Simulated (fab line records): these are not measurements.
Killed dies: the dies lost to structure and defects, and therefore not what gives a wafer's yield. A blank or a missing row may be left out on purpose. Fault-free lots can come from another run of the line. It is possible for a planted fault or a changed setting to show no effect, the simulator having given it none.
Problem report in the 8D (eight disciplines) form, filled by code	flow sky130	the parts of the form that need people (team, actions taken, sign-off) are left out

1. THE PROBLEM
VT_ADJUST_NCORE_TW at SKY_VT_ADJUST_NCORE_TW_MEAS_11 reads a mean of 30.3 on 3 wafers of 1 lot; wafers without a fault read 222.0 with a standard deviation of 1. So: -99 or more standard deviations from the usual mean.
Seen first at day 10 02:47 on filmMetro-01, wafer L436.1. Wafers with a number at this step in the record: 39, from 13 lots. By rule, "out" or "out of limits" means more than 4 standard deviations away from the usual mean. Any other wafer with a number is counted as sound.

2. WHAT IT IS, AND WHAT IT ISN'T
question	is	is not
which readings at this step	VT_ADJUST_NCORE_TW	-
which lots	L436	L432, L434, L437, L440, L444, L445, L447, L448, L450, L451, L452, L454
which wafers of those lots	all that have a number	-
read on which gauges	filmMetro-01	filmMetro-02, filmMetro-04
when	from day 10 02:47	up to then (6 sound wafers); but 30 sound wafers of L437, L440, L444, L445, L447, L448, L450, L451, L452, L454 came after

3. SUSPECTS, AND WHAT RULES EACH OUT
Counting: a tool stays on the suspect list if, at a process step up to the reading, it processed all lots that are out and no sound lot following the first of them.
- ruled out: the gauge at SKY_VT_ADJUST_NCORE_TW_MEAS_11. All the wafers that are out were read on filmMetro-01, but those of them that SKY_VT_ADJUST_LVTN_STRIP_20 has rows for are out there too, on other tools.
- plasmaAsher-03 at SKY_VT_ADJUST_LVTN_STRIP_20 (strips in O2/N2): ruled out as a lasting fault. Following L436 (day 9 06:59), the first lot on it that is out, the sound lots L447, L448, L454 were run on it.
- plasmaAsher-02 at SKY_VT_ADJUST_NCORE_STRIP_10 (strips in O2/N2): ruled out as a lasting fault. Following L436 (day 10 02:41), the first lot on it that is out, the sound lots L437, L445, L452 were run on it.
Left after counting: nothing in the record.

4. THE CAUSE (what the simulator had put in)
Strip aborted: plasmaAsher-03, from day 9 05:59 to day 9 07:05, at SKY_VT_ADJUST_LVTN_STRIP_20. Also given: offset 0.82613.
It was ruled out by counting, in error; the rule expects a fault to strike all lots run on its tool from its start on, and this fault did not.

5. SEQUENCE OF EFFECTS, ordered by route
Each row: a reading where the mean over the struck wafers with a number is more than 3 standard deviations away from the usual. Only readings whose record carries a usual standard deviation are examined. hours: median over the lots of the time between each lot's start at the first step of this table that gives one and its start at this step. sigmas: the change, counted in usual standard deviations.
hours	step	reading	usual	on struck wafers	change	sigmas
0	SKY_VT_ADJUST_LVTN_STRIP_20	oesProductAu	0.715 a.u.	0.915	+0.200	+42
20	SKY_VT_ADJUST_NCORE_STRIP_10	stripTimeToEndpointS	14.18 s	24.32	+10.14	+99 or more
20	SKY_VT_ADJUST_NCORE_TW_MEAS_11	VT_ADJUST_NCORE_TW	222.0	30.3	-191.7	-99 or more
It contains these process steps:
- SKY_VT_ADJUST_LVTN_STRIP_20: strips in O2/N2.
- SKY_VT_ADJUST_NCORE_STRIP_10: strips in O2/N2.
Readings that are blank on the struck wafers while sound wafers have them: stripTimeToEndpointS at SKY_VT_ADJUST_LVTN_STRIP_20.
Later measuring or inspecting steps at which every struck wafer that the step has a row for has a number for every such reading, and none has moved that far: SKY_CONTACT_THK_MEAS_01, SKY_VIA1_THK_MEAS_23.

6. HOW IT WOULD HAVE BEEN CAUGHT EARLIER
The first out-of-limits reading at a measuring or inspecting step in this record came at day 10 02:47, 21 hours after the fault's start at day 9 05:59.
Tool's own readings at SKY_VT_ADJUST_LVTN_STRIP_20, oesProductAu: out on all struck wafers the step has rows for; an alarm limit on them would have tripped on the first.
